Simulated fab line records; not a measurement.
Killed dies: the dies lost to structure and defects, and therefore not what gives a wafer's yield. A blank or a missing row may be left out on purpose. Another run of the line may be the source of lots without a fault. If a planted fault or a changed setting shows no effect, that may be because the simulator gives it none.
fab line records | flow sky130
record lots=5 | wafers=15 | last-day=50
route steps=708 shown PWDE@84 VT_ADJUST_HVTP@85 VT_ADJUST_LVTN@97
lots that met no fault: taken from a fault-free run of the same line
start-h: hours from the record's opening day to when the first of the lot's shown wafers began | wait-h: time in hours since the lot's previous step | " the same as in the row above | L1.1+2: a single row standing in for several wafers | - no value, or no start given | * or withheld: withheld | < > ~ a bound
route shown NAME@n: a module of which the file shows steps, and the number in the route of the first | usual: the fault-free wafers' mean and standard deviation | same: alike in all rows | chamber/n: place in a boat | sites: readings site by site | _std_site: their standard deviation | _edge_site: outer sites' mean less inner sites' | radius-mm: for every site, how far away it sits from the centre of the wafer | mask NAME#n: copy n | behind: tool/chamber where the wafer was last shaped | hold: cause of the lot's hold/its duration in hours/its outcome | device: whichever transistor did not switch (one of n, p or np) | end of line: tests of these same wafers at the route's end | for a step that has no rows: nothing shown but its recipe | killed: dies that structure and defects cost at the first sort, which is not the same as the wafer's yield | map: per-die view of a wafer (x killed, . not killed, _ where there is no die)
set.NAME: the setting the step ran with; set.NAME@STEP: the setting that earlier step ran with | model.NAME: the simulator's own value behind a step, which no gauge read
lots at selected steps of the route; one table per step, one row per wafer
services: the hour from which a tool's chamber was out of use, counted from the record's first day as start-h (under 0 if before that day), plus the number of hours and why
## steps
# step SKY_NWELL_RS_MEAS_31
# recipe thk-meas-gauge=four-point-probe
# usual PWDE_RS=5272/17
lot.wafer | tool          | chamber | start-h | wait-h | PWDE_RS[ohm/sq]
L755.1    | film-metro-02 | -       | 130.41  | 0.1    | 5278
L755.5    | "             | -       | "       | "      | 5274
L755.6    | "             | -       | "       | "      | 5269
L761.2    | film-metro-02 | -       | 162.42  | 0.1    | 5280
L761.3    | "             | -       | "       | "      | 5300
L761.4    | "             | -       | "       | "      | 5288
L762.3    | film-metro-02 | -       | 167.99  | 0.1    | 5240
L762.5    | "             | -       | "       | "      | 5262
L762.6    | "             | -       | "       | "      | 5249
L772.2    | film-metro-01 | -       | 226.42  | 0.1    | 5261
L772.3    | "             | -       | "       | "      | 5279
L772.6    | "             | -       | "       | "      | 5291
L774.2    | film-metro-02 | -       | 235.03  | 0.1    | 5284
L774.4    | "             | -       | "       | "      | 5274
L774.6    | "             | -       | "       | "      | 5287
# step SKY_VT_ADJUST_HVTP_DEHYDRATE_00
# recipe temp-c=200 | time-s=60
# step SKY_VT_ADJUST_HVTP_HMDS_01
# recipe prime-time-s=60 | prime-temp-c=120
# step SKY_VT_ADJUST_HVTP_COAT_02
# recipe resist=NOVOLAK | spin-rpm=3000 | resist-thk-nm=1140
# step SKY_VT_ADJUST_HVTP_SOFTBAKE_03
# recipe temp-c=90 | time-s=60 | resist=NOVOLAK
# step SKY_VT_ADJUST_HVTP_EXPOSE_04
# recipe mask-id=HVTPM | na=0.6 | source-shape=conventional | sigma-outer=0.6 | polarization=unpolarized | target-cd-nm=380 | dose-mj=140
# step SKY_VT_ADJUST_HVTP_PEB_05
# recipe temp-c=withheld | time-s=* | resist=NOVOLAK
# step SKY_VT_ADJUST_HVTP_DEVELOP_06
# recipe resist=NOVOLAK | developer=TMAH | develop-time-s=58.92 | dev-temp-c=23
# step SKY_VT_ADJUST_HVTP_CD_MEAS_07
# recipe target-cd-nm=380
# usual cd-nm=378.4/2.6
lot.wafer | tool      | chamber | start-h | wait-h | cd-nm
L755.1    | cd-sem-01 | -       | 148.57  | 0.1    | 375.4
L755.5    | "         | -       | "       | "      | 375.4
L755.6    | "         | -       | "       | "      | 376.8
L761.2    | cd-sem-01 | -       | 182.68  | 0.1    | 377.6
L761.3    | "         | -       | "       | "      | 378.1
L761.4    | "         | -       | "       | "      | 378.8
L762.3    | cd-sem-01 | -       | 188.75  | 0.1    | 378.5
L762.5    | "         | -       | "       | "      | 376.2
L762.6    | "         | -       | "       | "      | 375.7
L772.2    | cd-sem-02 | -       | 248.93  | 0.1    | 381.9
L772.3    | "         | -       | "       | "      | 380.4
L772.6    | "         | -       | "       | "      | 377.6
L774.2    | cd-sem-02 | -       | 256.93  | 0.1    | 373.9
L774.4    | "         | -       | "       | "      | 371.8
L774.6    | "         | -       | "       | "      | 373.0
# step SKY_VT_ADJUST_HVTP_OVL_MEAS_08
# usual VT_ADJUST_HVTP_OVL=-0.5/1.4
lot.wafer | tool       | chamber | start-h | wait-h | VT_ADJUST_HVTP_OVL[nm]
L755.1    | overlay-02 | -       | 148.69  | 0.1    | -1.5
L755.5    | "          | -       | "       | "      | -1.8
L755.6    | "          | -       | "       | "      | 0.7
L761.2    | overlay-02 | -       | 182.78  | 0.1    | 2.8
L761.3    | "          | -       | "       | "      | 0.7
L761.4    | "          | -       | "       | "      | 0.9
L762.3    | overlay-01 | -       | 188.84  | 0.1    | -0.8
L762.5    | "          | -       | "       | "      | -0.3
L762.6    | "          | -       | "       | "      | -0.7
L772.2    | overlay-02 | -       | 249.04  | 0.1    | -3.5
L772.3    | "          | -       | "       | "      | -3.1
L772.6    | "          | -       | "       | "      | -2.8
L774.2    | overlay-01 | -       | 257.03  | 0.1    | 0.6
L774.4    | "          | -       | "       | "      | -0.2
L774.6    | "          | -       | "       | "      | -0.3
# step SKY_VT_ADJUST_HVTP_IMPLANT_09
# recipe species=As | energy-kev=150 | dose-cm2=4.3e+12 | tilt-deg=withheld
# step SKY_VT_ADJUST_HVTP_STRIP_10
# recipe chemistry=O2/N2 | power-w=1400 | pressure-mtorr=1500 | platen-temp-c=withheld | o2-flow-sccm=3000 | n2-flow-sccm=300 | overash-fraction=0.5
# usual drypump-motor-current-A=5.8/0.6 | oes-product-au=0.715/0.0047 | strip-time-to-endpoint-s=14.18/0.04
lot.wafer | tool            | chamber | start-h | wait-h | drypump-motor-current-A | oes-product-au | rf-hours-counter-h | strip-time-to-endpoint-s | model.NOVOLAK_of_VT_ADJUST_HVTP_COAT_02.thk-nm
L755.1    | plasma-asher-02 | 1       | 148.87  | 0.1    | 5.5                     | 0.712          | 35                 | 14.21                    | 0
L755.5    | "               | 0       | "       | "      | 5.0                     | 0.710          | -                  | 14.27                    | 0
L755.6    | "               | 1       | "       | "      | 5.6                     | 0.723          | -                  | 14.22                    | 0
L761.2    | plasma-asher-01 | 1       | 182.96  | 0.1    | 5.4                     | 0.716          | 49                 | 14.23                    | 0
L761.3    | "               | 1       | "       | "      | 5.3                     | 0.712          | -                  | 14.22                    | 0
L761.4    | "               | 0       | "       | "      | 6.3                     | 0.710          | -                  | 14.21                    | 0
L762.3    | plasma-asher-04 | 0       | 189.04  | 0.1    | 6.4                     | 0.905          | -                  | -                        | 787.9
L762.5    | "               | 0       | "       | "      | 6.3                     | 0.922          | -                  | -                        | 786.6
L762.6    | "               | 1       | "       | "      | 6.6                     | 0.891          | -                  | -                        | 787.5
L772.2    | plasma-asher-01 | 0       | 249.22  | 0.1    | 6.4                     | 0.723          | 55                 | 14.21                    | 0
L772.3    | "               | 0       | "       | "      | 6.4                     | 0.708          | -                  | 14.19                    | 0
L772.6    | "               | 1       | "       | "      | 5.4                     | 0.721          | -                  | 14.22                    | 0
L774.2    | plasma-asher-04 | 0       | 257.21  | 0.1    | 6.4                     | 0.711          | 55                 | 14.18                    | 0
L774.4    | "               | 1       | "       | "      | 6.6                     | 0.717          | -                  | 14.23                    | 0
L774.6    | "               | 1       | "       | "      | 6.6                     | 0.720          | -                  | 14.22                    | 0
# step SKY_VT_ADJUST_HVTP_TW_MEAS_11
# usual VT_ADJUST_HVTP_TW=1352/11
lot.wafer | tool          | chamber | start-h | wait-h | VT_ADJUST_HVTP_TW
L755.1    | film-metro-01 | -       | 148.97  | 0.1    | 1370
L755.5    | "             | -       | "       | "      | 1368
L755.6    | "             | -       | "       | "      | 1373
L761.2    | film-metro-02 | -       | 183.07  | 0.1    | 1359
L761.3    | "             | -       | "       | "      | 1359
L761.4    | "             | -       | "       | "      | 1359
L762.3    | film-metro-02 | -       | 189.13  | 0.1    | 1353
L762.5    | "             | -       | "       | "      | 1362
L762.6    | "             | -       | "       | "      | 1358
L772.2    | film-metro-03 | -       | 249.33  | 0.1    | 1325
L772.3    | "             | -       | "       | "      | 1336
L772.6    | "             | -       | "       | "      | 1331
L774.2    | film-metro-02 | -       | 257.32  | 0.1    | 1356
L774.4    | "             | -       | "       | "      | 1355
L774.6    | "             | -       | "       | "      | 1359
# step SKY_VT_ADJUST_LVTN_DEHYDRATE_00
# recipe temp-c=200 | time-s=60
# step SKY_VT_ADJUST_LVTN_HMDS_01
# recipe prime-time-s=60 | prime-temp-c=120
# step SKY_VT_ADJUST_LVTN_COAT_02
# recipe spin-rpm=2000 | resist-thk-nm=3000
# step SKY_VT_ADJUST_LVTN_SOFTBAKE_03
# recipe temp-c=110 | time-s=withheld
# step SKY_VT_ADJUST_LVTN_EXPOSE_04
# recipe mask-id=NWM_COMPLEMENT_LESS_NATIVE | na=0.6 | source-shape=conventional | sigma-outer=0.6 | polarization=unpolarized | target-cd-nm=840 | dose-mj=194
# step SKY_VT_ADJUST_LVTN_PEB_05
# recipe temp-c=115 | time-s=withheld
# step SKY_VT_ADJUST_LVTN_DEVELOP_06
# recipe wall-angle-deg=90 | developer=TMAH | develop-time-s=60 | dev-temp-c=23
# step SKY_VT_ADJUST_LVTN_OVL_MEAS_07
# usual VT_ADJUST_LVTN_OVL=-0.2/1.6
lot.wafer | tool       | chamber | start-h | wait-h | VT_ADJUST_LVTN_OVL[nm]
L755.1    | overlay-02 | -       | 167.83  | -      | -1.7
L755.5    | "          | -       | "       | "      | -0.8
L755.6    | "          | -       | "       | "      | -0.5
L761.2    | overlay-01 | -       | 204.12  | -      | -0.9
L761.3    | "          | -       | "       | "      | -0.1
L761.4    | "          | -       | "       | "      | 1.7
L762.3    | overlay-02 | -       | 210.48  | -      | -2.8
L762.5    | "          | -       | "       | "      | -2.6
L762.6    | "          | -       | "       | "      | -1.9
L772.2    | overlay-01 | -       | 271.28  | -      | -1.2
L772.3    | "          | -       | "       | "      | -0.9
L772.6    | "          | -       | "       | "      | -1.4
L774.2    | overlay-01 | -       | 279.63  | -      | -3.8
L774.4    | "          | -       | "       | "      | -1.2
L774.6    | "          | -       | "       | "      | -3.5
# step SKY_VT_ADJUST_LVTN_IMPLANT_08
# recipe species=B | energy-kev=30 | dose-cm2=1.57e+12 | tilt-deg=withheld
# step SKY_VT_ADJUST_LVTN_STRIP_09
# recipe chemistry=O2/N2 | power-w=1400 | pressure-mtorr=1500 | platen-temp-c=withheld | o2-flow-sccm=3000 | n2-flow-sccm=300 | overash-fraction=0.5
# usual drypump-motor-current-A=5.8/0.59 | oes-product-au=0.723/0.0043 | strip-time-to-endpoint-s=36.93/0.094
lot.wafer | tool            | chamber | start-h | wait-h | drypump-motor-current-A | oes-product-au | rf-hours-counter-h | strip-time-to-endpoint-s
L755.1    | plasma-asher-03 | 1       | 168.02  | 0.1    | 6.2                     | 0.726          | 5                  | 37.06
L755.5    | "               | 0       | "       | "      | 6.0                     | 0.720          | -                  | 36.94
L755.6    | "               | 1       | "       | "      | 6.2                     | 0.726          | -                  | 37.02
L761.2    | plasma-asher-02 | 1       | 204.30  | 0.1    | 5.6                     | 0.720          | 42                 | 36.96
L761.3    | "               | 1       | "       | "      | 5.6                     | 0.717          | -                  | 36.93
L761.4    | "               | 0       | "       | "      | 5.0                     | 0.725          | -                  | 36.93
L762.3    | plasma-asher-02 | 1       | 210.68  | 0.1    | 5.6                     | 0.725          | -                  | 48.50
L762.5    | "               | 0       | "       | "      | 4.9                     | 0.727          | -                  | 48.52
L762.6    | "               | 1       | "       | "      | 5.6                     | 0.722          | -                  | 48.60
L772.2    | plasma-asher-03 | 0       | 271.46  | 0.1    | 6.0                     | 0.731          | 16                 | 36.89
L772.3    | "               | 0       | "       | "      | 6.0                     | 0.725          | -                  | 36.96
L772.6    | "               | 1       | "       | "      | 6.2                     | 0.722          | -                  | 36.98
L774.2    | plasma-asher-02 | 1       | 279.81  | 0.1    | 5.6                     | 0.722          | 49                 | 36.72
L774.4    | "               | 0       | "       | "      | 5.0                     | 0.720          | -                  | 36.80
L774.6    | "               | 1       | "       | "      | 5.6                     | 0.719          | -                  | 36.91
# step SKY_VT_ADJUST_LVTN_TW_MEAS_10
# usual VT_ADJUST_LVTN_TW=239.7/1.8
lot.wafer | tool          | chamber | start-h | wait-h | VT_ADJUST_LVTN_TW
L755.1    | film-metro-03 | -       | 168.12  | 0.1    | 237.8
L755.5    | "             | -       | "       | "      | 236.7
L755.6    | "             | -       | "       | "      | 237.6
L761.2    | film-metro-03 | -       | 204.41  | 0.1    | 238.9
L761.3    | "             | -       | "       | "      | 238.4
L761.4    | "             | -       | "       | "      | 239.6
L762.3    | film-metro-04 | -       | 210.77  | 0.1    | 29.5
L762.5    | "             | -       | "       | "      | 29.4
L762.6    | "             | -       | "       | "      | 29.5
L772.2    | film-metro-02 | -       | 271.57  | 0.1    | 242.3
L772.3    | "             | -       | "       | "      | 243.1
L772.6    | "             | -       | "       | "      | 243.3
L774.2    | film-metro-02 | -       | 279.94  | 0.1    | 243.5
L774.4    | "             | -       | "       | "      | 243.3
L774.6    | "             | -       | "       | "      | 242.9
# step SKY_VT_ADJUST_LVTN_DEHYDRATE_11
# recipe temp-c=200 | time-s=60
## services
tool            | chamber | start-h | hours | kind
plasma-asher-04 | -       | 142.19  | 0.4   | repair
plasma-asher-04 | -       | 157.71  | 30.0  | pm
plasma-asher-02 | -       | 173.78  | 0.4   | repair
plasma-asher-04 | -       | 208.07  | 2.9   | repair
## key
first-sign step=SKY_VT_ADJUST_HVTP_STRIP_10 | reading=oes-product-au | direction=up | sigmas=40 | usual=0.715 | struck=0.906
effect step=SKY_VT_ADJUST_LVTN_STRIP_09 | reading=strip-time-to-endpoint-s | direction=up | sigmas=99+ | usual=* | struck=*
effect step=SKY_VT_ADJUST_LVTN_TW_MEAS_10 | reading=VT_ADJUST_LVTN_TW | direction=down | sigmas=99+ | usual=239.7 | struck=29.5
model-effect step=SKY_VT_ADJUST_HVTP_STRIP_10 | value=NOVOLAK_of_VT_ADJUST_HVTP_COAT_02.thk-nm | without=0 | struck=787.3
met-at SKY_VT_ADJUST_HVTP_STRIP_10
struck-wafers L762.3,L762.5,L762.6
sort-left-out L762.3,L762.5,L762.6
tester-left-out L762
fault kind=strip-aborted | tool=plasma-asher-04 | chamber=- | onset-h=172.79 | steps=SKY_VT_ADJUST_HVTP_STRIP_10 | offset=0.9131 | end-h=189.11
# tester-left-out: of these lots the tester's yield and bins aren't shown, on N5 and GAA mostly nor the transistor test; their killed dies are dies lost to structure and defects alone, not to doping, threshold or leakage, so they don't give the yield
# sort-left-out: the simulated sort isn't trusted on such a fault, so these wafers' sort isn't shown, and their yield isn't known
